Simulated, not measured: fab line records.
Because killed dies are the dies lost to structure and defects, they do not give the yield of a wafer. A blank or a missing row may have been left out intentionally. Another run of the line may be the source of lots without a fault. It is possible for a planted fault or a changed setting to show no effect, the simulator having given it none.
Chamber matching    flow sky130    4 sister chambers for SKY_VIA3_CMP_24 on cmp-02
The step polishes, stops on SiO2, t overpolish 20 s, target thk 0 nm. 4 wafers are shown with their chamber, then 12 later ones without.

== EACH WAFER AND ITS CHAMBER ==
wafer   chamber  motor_current_A (A)
L086.1  3        10.0
L086.2  1        11.8
L088.2  2        12.7
L088.6  0        12.0

== WAFERS MISSING THEIR CHAMBER ==
wafer   motor_current_A (A)
L088.3  10.2
L088.4  12.2
L088.5  13.4
L089.1  10.0
L089.3  12.5
L089.5  12.6
L089.2  12.3
L089.4  12.9
L089.6  12.1
L093.2  11.8
L093.5  11.8
L093.6  9.9

== WHICH CHAMBER EACH WENT THROUGH ==
wafer    from the rows above            in truth
L088.3   3                              3
L088.4   can't be placed: 0 or 1 or 2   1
L088.5   2                              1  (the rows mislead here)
L089.1   3                              3
L089.3   can't be placed: 2 or 0 or 1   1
L089.5   can't be placed: 2 or 0        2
L089.2   can't be placed: 0 or 2 or 1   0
L089.4   2                              2
L089.6   can't be placed: 0 or 1 or 2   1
L093.2   can't be placed: 1 or 0        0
L093.5   can't be placed: 1 or 0        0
L093.6   3                              3
4 of 12 placed correctly. Not placeable from these rows: 7 (in 7, the candidates include the true chamber). Number placed wrongly: 1.
How it was worked out, from the rows above alone: a wafer's distance from a chamber is the root of the sum, over the readings, of the square of ((its reading less the chamber's mean) divided by the reading's scatter). If the next closest chamber is less than 2 further off than the closest, the wafer can't be placed; otherwise it belongs to the closest. Each chamber's mean is taken over the wafers shown for it. The scatter: root of mean squared gap, hidden wafer to nearest shown wafer, with one shown wafer a chamber.
